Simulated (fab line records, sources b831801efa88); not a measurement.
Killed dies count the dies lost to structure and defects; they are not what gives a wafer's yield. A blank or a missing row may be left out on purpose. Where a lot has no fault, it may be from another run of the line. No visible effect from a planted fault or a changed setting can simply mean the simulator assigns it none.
One fault through the eyes of 2 desks :: flow sky130 :: what lay behind the numbers comes last; until then each desk has only its own

METROLOGY DESK
Means of the sampled wafers that have a number, per lot and without regard to the tool the lot ran on: this is what the gauges read. Marked OUT: a lot whose mean sits more than 4 standard deviations from the usual mean, which makes it out of limits; the brackets give that distance.
Columns: A = PWDE_OVL at SKY_PWDE_OVL_MEAS_07, usual -0.4 nm; B = PWDE_TW at SKY_PWDE_TW_MEAS_10, usual 375; C = PWDE_RS at SKY_NWELL_RS_MEAS_31, usual 5270 ohm/sq; D = cd-nm at SKY_SONOS_TUNNEL_CD_MEAS_07, usual 410.0 nm
lot: L889
first seen here: day 3 22:01
A: -1.2
B: 375
C: 5259
D: 408.3

lot: L890
first seen here: day 4 00:20
A: 1.5
B: 373
C: 5266
D: 409.9

lot: L891
first seen here: day 4 08:39
A: -1.5
B: 376
C: 5291
D: 412.1

lot: L892
first seen here: day 4 11:51
A: 0.6
B: 375
C: 5282
D: 406.8

lot: L893
first seen here: day 4 17:14
A: -1.3
B: 374
C: 5289
D: 406.4

lot: L895
first seen here: day 5 06:31
A: -1.7
B: 373
C: 5272
D: 410.3

lot: L896
first seen here: day 5 11:16
A: 2.0
B: 375
C: 5273
D: 411.1

lot: L897
first seen here: day 5 18:24
A: -1.7
B: 375
C: 5262
D: 410.8

lot: L904
first seen here: day 7 06:41
A: -1.0
B: 434 (+17) OUT
C: 3617 (-92) OUT
D: -

lot: L905
first seen here: day 7 14:23
A: 0.0
B: 441 (+19) OUT
C: 3609 (-92) OUT
D: -

lot: L911
first seen here: day 9 05:46
A: 0.9
B: 379
C: 5278
D: 410.2

lot: L912
first seen here: day 9 06:43
A: 0.2
B: 374
C: 5296
D: 410.1
This desk's finding: out of limits on L904, L905; first on L904, day 7 07:00 (PWDE_TW at SKY_PWDE_TW_MEAS_10). L889, L890, L891, L892, L893, L895, L896, L897, L911, L912: within limits.

FOR THE TOOL OWNER'S DESK: implanter-03
For each lot that ran on this tool, the mean over its sampled wafers that have a number, from the tool's own readings at SKY_PWDE_IMPLANT_08. Marked OUT: a lot whose mean sits more than 4 standard deviations from the usual mean, which makes it out of limits; the brackets give that distance.
Columns: A = dose-ions-cm2 at SKY_PWDE_IMPLANT_08, usual 3.6e+12; B = faraday-current-uA at SKY_PWDE_IMPLANT_08, usual 20.3
lot: L890
first seen here: day 4 00:23
A: 3.6e+12
B: 19.9

lot: L893
first seen here: day 4 17:17
A: 3.6e+12
B: 20.4

lot: L895
first seen here: day 5 06:34
A: 3.6e+12
B: 20.1

lot: L904
first seen here: day 7 06:44
A: 5.9e+12 (+99 or more) OUT
B: 33.4 (+32) OUT

lot: L905
first seen here: day 7 14:26
A: 5.9e+12 (+99 or more) OUT
B: 33.4 (+32) OUT
Finding of this desk: L904, L905 out of limits; the first was L904 at day 7 06:44, on dose-ions-cm2 at SKY_PWDE_IMPLANT_08. L890, L893, L895: within limits.

PUT TOGETHER
An alarm could have come from the tool owner's desk at day 7 06:44, on L904, L905.
On L904, L905, the metrology desk was in a position to raise an alarm at day 7 07:00.
The lots listed all ran SKY_PWDE_IMPLANT_08 on implanter-03.

WHAT HAD BEEN PUT IN BY THE SIMULATOR
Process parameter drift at SKY_PWDE_IMPLANT_08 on implanter-03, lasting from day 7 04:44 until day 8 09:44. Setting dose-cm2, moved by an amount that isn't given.
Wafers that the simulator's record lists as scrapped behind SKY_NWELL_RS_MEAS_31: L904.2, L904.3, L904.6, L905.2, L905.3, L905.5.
Struck lots among those shown: L904, L905.
Time in hours from fault onset to the first out-of-limits reading at each desk: tool owner's desk 2, metrology desk 2.
